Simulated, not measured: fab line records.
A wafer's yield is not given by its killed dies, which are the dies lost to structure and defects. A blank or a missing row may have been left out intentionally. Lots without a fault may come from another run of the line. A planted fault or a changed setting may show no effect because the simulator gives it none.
The tool behind it: which one? || flow gf180mcu || 15 lots with 45 wafers sampled at 4 steps, on a route of 602 steps

WHAT THE GAUGES READ, wafer by wafer
GF_M2_RS_MEAS_05: measures by four-point-probe.
{"lot": "L419", "measured": "day 18 08:46", "on": "film-metro-03", "M2_ALCU_RS (ohm/sq)": "0.0690 0.0691 0.0687"}
{"lot": "L420", "measured": "day 18 20:33", "on": "film-metro-01", "M2_ALCU_RS (ohm/sq)": "0.0700 0.0696 0.0702"}
{"lot": "L421", "measured": "day 19 04:54", "on": "film-metro-03", "M2_ALCU_RS (ohm/sq)": "0.0680 0.0684 0.0688"}
{"lot": "L422", "measured": "day 19 16:17", "on": "film-metro-01", "M2_ALCU_RS (ohm/sq)": "0.0706 0.0695 0.0703"}
{"lot": "L426", "measured": "day 21 05:10", "on": "film-metro-03", "M2_ALCU_RS (ohm/sq)": "0.0706 0.0703 0.0695"}
{"lot": "L427", "measured": "day 21 18:12", "on": "film-metro-01", "M2_ALCU_RS (ohm/sq)": "0.0704 0.0697 0.0699"}
{"lot": "L429", "measured": "day 22 11:29", "on": "film-metro-01", "M2_ALCU_RS (ohm/sq)": "0.0688 0.0690 0.0686"}
{"lot": "L431", "measured": "day 23 02:17", "on": "film-metro-04", "M2_ALCU_RS (ohm/sq)": "0.0694 0.0688 0.0698"}
{"lot": "L433", "measured": "day 23 23:13", "on": "film-metro-04", "M2_ALCU_RS (ohm/sq)": "0.0693 0.0700 0.0700"}
{"lot": "L434", "measured": "day 24 05:56", "on": "film-metro-01", "M2_ALCU_RS (ohm/sq)": "0.0696 0.0695 0.0697"}
{"lot": "L435", "measured": "day 24 17:10", "on": "film-metro-01", "M2_ALCU_RS (ohm/sq)": "0.0699 0.0704 0.0695"}
{"lot": "L437", "measured": "day 25 02:17", "on": "film-metro-03", "M2_ALCU_RS (ohm/sq)": "0.0682 0.0682 0.0689"}
{"lot": "L438", "measured": "day 25 10:09", "on": "film-metro-03", "M2_ALCU_RS (ohm/sq)": "0.0700 0.0695 0.0697"}
{"lot": "L439", "measured": "day 25 17:48", "on": "film-metro-04", "M2_ALCU_RS (ohm/sq)": "0.0690 0.0703 0.0698"}
{"lot": "L440", "measured": "day 26 02:34", "on": "film-metro-04", "M2_ALCU_RS (ohm/sq)": "0.0687 0.0691 0.0693"}

GF_V3_THK_MEAS_25: measures by xrf.
{"lot": "L419", "measured": "day 22 15:07", "on": "film-metro-03", "V3_W_THK (nm)": "349 345 350"}
{"lot": "L420", "measured": "day 23 02:25", "on": "film-metro-02", "V3_W_THK (nm)": "359 356 361"}
{"lot": "L421", "measured": "day 23 09:14", "on": "film-metro-01", "V3_W_THK (nm)": "348 349 348"}
{"lot": "L422", "measured": "day 23 20:58", "on": "film-metro-03", "V3_W_THK (nm)": "348 353 352"}
{"lot": "L431", "measured": "day 26 21:53", "on": "film-metro-03", "V3_W_THK (nm)": "348 347 347"}
{"lot": "L433", "measured": "day 27 18:03", "on": "film-metro-03", "V3_W_THK (nm)": "351 349 352"}
{"lot": "L434", "measured": "day 27 23:23", "on": "film-metro-02", "V3_W_THK (nm)": "356 358 352"}
{"lot": "L435", "measured": "day 28 09:13", "on": "film-metro-03", "V3_W_THK (nm)": "357 355 355"}
{"lot": "L437", "measured": "day 28 16:25", "on": "film-metro-02", "V3_W_THK (nm)": "357 353 353"}
{"lot": "L438", "measured": "day 29 00:31", "on": "film-metro-03", "V3_W_THK (nm)": "352 357 358"}
{"lot": "L439", "measured": "day 29 07:11", "on": "film-metro-03", "V3_W_THK (nm)": "354 350 353"}
{"lot": "L440", "measured": "day 29 15:28", "on": "film-metro-03", "V3_W_THK (nm)": "352 348 352"}

WHAT TOOL EACH LOT RAN ON (gives the tool, then ch and the chambers of the sampled wafers, and finally the start)
{"lot": "L419", "GF_M3_SPUTTER_00": "pvd-sputter-02, day 20 12:41", "GF_V3_CVD_00": "hdpcvd-01 ch 0,1, day 21 14:01"}
{"lot": "L420", "GF_M3_SPUTTER_00": "pvd-sputter-03, day 21 00:58", "GF_V3_CVD_00": "hdpcvd-02 ch 0,1, day 22 01:37"}
{"lot": "L421", "GF_M3_SPUTTER_00": "pvd-sputter-02, day 21 07:28", "GF_V3_CVD_00": "hdpcvd-02 ch 0,1,2, day 22 07:52"}
{"lot": "L422", "GF_M3_SPUTTER_00": "pvd-sputter-02, day 21 19:34", "GF_V3_CVD_00": "hdpcvd-02 ch 0,1,2, day 22 20:04"}
{"lot": "L426", "GF_M3_SPUTTER_00": "pvd-sputter-04, day 23 06:54", "GF_V3_CVD_00": "hdpcvd-02 ch 0,1,2, day 24 05:59"}
{"lot": "L427", "GF_M3_SPUTTER_00": "pvd-sputter-02, day 23 19:01", "GF_V3_CVD_00": "hdpcvd-01 ch 0,2, day 24 17:39"}
{"lot": "L429", "GF_M3_SPUTTER_00": "pvd-sputter-02, day 24 10:58", "GF_V3_CVD_00": "hdpcvd-01 ch 0,1, day 25 09:34"}
{"lot": "L431", "GF_M3_SPUTTER_00": "pvd-sputter-04, day 25 01:32", "GF_V3_CVD_00": "hdpcvd-01 ch 1,2, day 25 23:28"}
{"lot": "L433", "GF_M3_SPUTTER_00": "pvd-sputter-03, day 25 22:24", "GF_V3_CVD_00": "hdpcvd-01 ch 0,1,2, day 26 20:21"}
{"lot": "L434", "GF_M3_SPUTTER_00": "pvd-sputter-04, day 26 03:22", "GF_V3_CVD_00": "hdpcvd-01 ch 0,1,2, day 27 01:22"}
{"lot": "L435", "GF_M3_SPUTTER_00": "pvd-sputter-04, day 26 14:33", "GF_V3_CVD_00": "hdpcvd-01 ch 0,1,2, day 27 11:40"}
{"lot": "L437", "GF_M3_SPUTTER_00": "pvd-sputter-02, day 26 22:44", "GF_V3_CVD_00": "hdpcvd-01 ch 0,2, day 27 19:25"}
{"lot": "L438", "GF_M3_SPUTTER_00": "pvd-sputter-04, day 27 06:16", "GF_V3_CVD_00": "hdpcvd-01 ch 0,1,2, day 28 03:10"}
{"lot": "L439", "GF_M3_SPUTTER_00": "pvd-sputter-02, day 27 14:15", "GF_V3_CVD_00": "hdpcvd-01 ch 0,1,2, day 28 11:30"}
{"lot": "L440", "GF_M3_SPUTTER_00": "pvd-sputter-03, day 27 22:32", "GF_V3_CVD_00": "hdpcvd-01 ch 0,1, day 28 19:16"}
- GF_M3_SPUTTER_00: material Ti, target thk 37.5 nm, time 150 s.
- GF_V3_CVD_00: deposits SiO2, target thk 600 nm, time 100 s.

AS READ BY THE TOOLS THEMSELVES (means over the sampled wafers that have a number; for cases with no such wafer, the mark the record gives instead)
GF_M3_SPUTTER_00.
{"lot": "L419", "tool": "pvd-sputter-02", "throttle-valve-pct (%)": 29.3}
{"lot": "L420", "tool": "pvd-sputter-03", "throttle-valve-pct (%)": 29.7}
{"lot": "L421", "tool": "pvd-sputter-02", "throttle-valve-pct (%)": 31.0}
{"lot": "L422", "tool": "pvd-sputter-02", "throttle-valve-pct (%)": 29.4}
{"lot": "L426", "tool": "pvd-sputter-04", "throttle-valve-pct (%)": 29.9}
{"lot": "L427", "tool": "pvd-sputter-02", "throttle-valve-pct (%)": 29.6}
{"lot": "L429", "tool": "pvd-sputter-02", "throttle-valve-pct (%)": 30.4}
{"lot": "L431", "tool": "pvd-sputter-04", "throttle-valve-pct (%)": 28.9}
{"lot": "L433", "tool": "pvd-sputter-03", "throttle-valve-pct (%)": 29.7}
{"lot": "L434", "tool": "pvd-sputter-04", "throttle-valve-pct (%)": 29.5}
{"lot": "L435", "tool": "pvd-sputter-04", "throttle-valve-pct (%)": 29.3}
{"lot": "L437", "tool": "pvd-sputter-02", "throttle-valve-pct (%)": 30.8}
{"lot": "L438", "tool": "pvd-sputter-04", "throttle-valve-pct (%)": 29.7}
{"lot": "L439", "tool": "pvd-sputter-02", "throttle-valve-pct (%)": 30.3}
{"lot": "L440", "tool": "pvd-sputter-03", "throttle-valve-pct (%)": 30.7}

GF_V3_CVD_00.
{"lot": "L419", "tool": "hdpcvd-01", "pressure-mtorr (mTorr)": 6.002, "run-length-s (s)": 127.9}
{"lot": "L420", "tool": "hdpcvd-02", "pressure-mtorr (mTorr)": 6.000, "run-length-s (s)": 127.4}
{"lot": "L421", "tool": "hdpcvd-02", "pressure-mtorr (mTorr)": 5.996, "run-length-s (s)": 128.0}
{"lot": "L422", "tool": "hdpcvd-02", "pressure-mtorr (mTorr)": 5.991, "run-length-s (s)": 127.7}
{"lot": "L426", "tool": "hdpcvd-02", "pressure-mtorr (mTorr)": "-", "run-length-s (s)": "-"}
{"lot": "L427", "tool": "hdpcvd-01", "pressure-mtorr (mTorr)": "-", "run-length-s (s)": "-"}
{"lot": "L429", "tool": "hdpcvd-01", "pressure-mtorr (mTorr)": "-", "run-length-s (s)": "-"}
{"lot": "L431", "tool": "hdpcvd-01", "pressure-mtorr (mTorr)": 5.997, "run-length-s (s)": 127.2}
{"lot": "L433", "tool": "hdpcvd-01", "pressure-mtorr (mTorr)": 5.999, "run-length-s (s)": 127.5}
{"lot": "L434", "tool": "hdpcvd-01", "pressure-mtorr (mTorr)": 6.011, "run-length-s (s)": 127.7}
{"lot": "L435", "tool": "hdpcvd-01", "pressure-mtorr (mTorr)": 6.001, "run-length-s (s)": 127.6}
{"lot": "L437", "tool": "hdpcvd-01", "pressure-mtorr (mTorr)": 5.997, "run-length-s (s)": 127.7}
{"lot": "L438", "tool": "hdpcvd-01", "pressure-mtorr (mTorr)": 5.991, "run-length-s (s)": 127.8}
{"lot": "L439", "tool": "hdpcvd-01", "pressure-mtorr (mTorr)": 5.997, "run-length-s (s)": 127.7}
{"lot": "L440", "tool": "hdpcvd-01", "pressure-mtorr (mTorr)": 5.988, "run-length-s (s)": 127.5}

THE ANSWER, worked out from the rows above alone
Rule: the usual values come from the lots themselves. Put in order of their means at a reading, lots are off if they are a third of the lots or fewer, leave a main group of 4 or more, and stand apart from it by a gap of 3 or more times the standard deviation of the main group's means; of several such gaps the widest counts. Not used: any main group whose means are identical at the precision the tables above print for the reading. Also off: a lot with no number at a reading for which 4 or more lots have one. All remaining lots with rows at the step are treated as sound. After the gauges, taken in route order, come the tools' own readings; for these a lot's mean is taken, as printed above. At the first step where some lot is off, the reading lying furthest off is the one used; lots without a number count as furthest.
Off at GF_V3_CVD_00 (pressure-mtorr): L426, L427, L429. Without a number there: L426, L427, L429. The main group has a mean of 5.997 mTorr with a standard deviation of 0.0058.
A tool fits if, at that step or a process step before it, it ran every lot that is off, and no sound lot after the first of them. Of those tried, none fits.

WHAT THE SIMULATOR PUT IN
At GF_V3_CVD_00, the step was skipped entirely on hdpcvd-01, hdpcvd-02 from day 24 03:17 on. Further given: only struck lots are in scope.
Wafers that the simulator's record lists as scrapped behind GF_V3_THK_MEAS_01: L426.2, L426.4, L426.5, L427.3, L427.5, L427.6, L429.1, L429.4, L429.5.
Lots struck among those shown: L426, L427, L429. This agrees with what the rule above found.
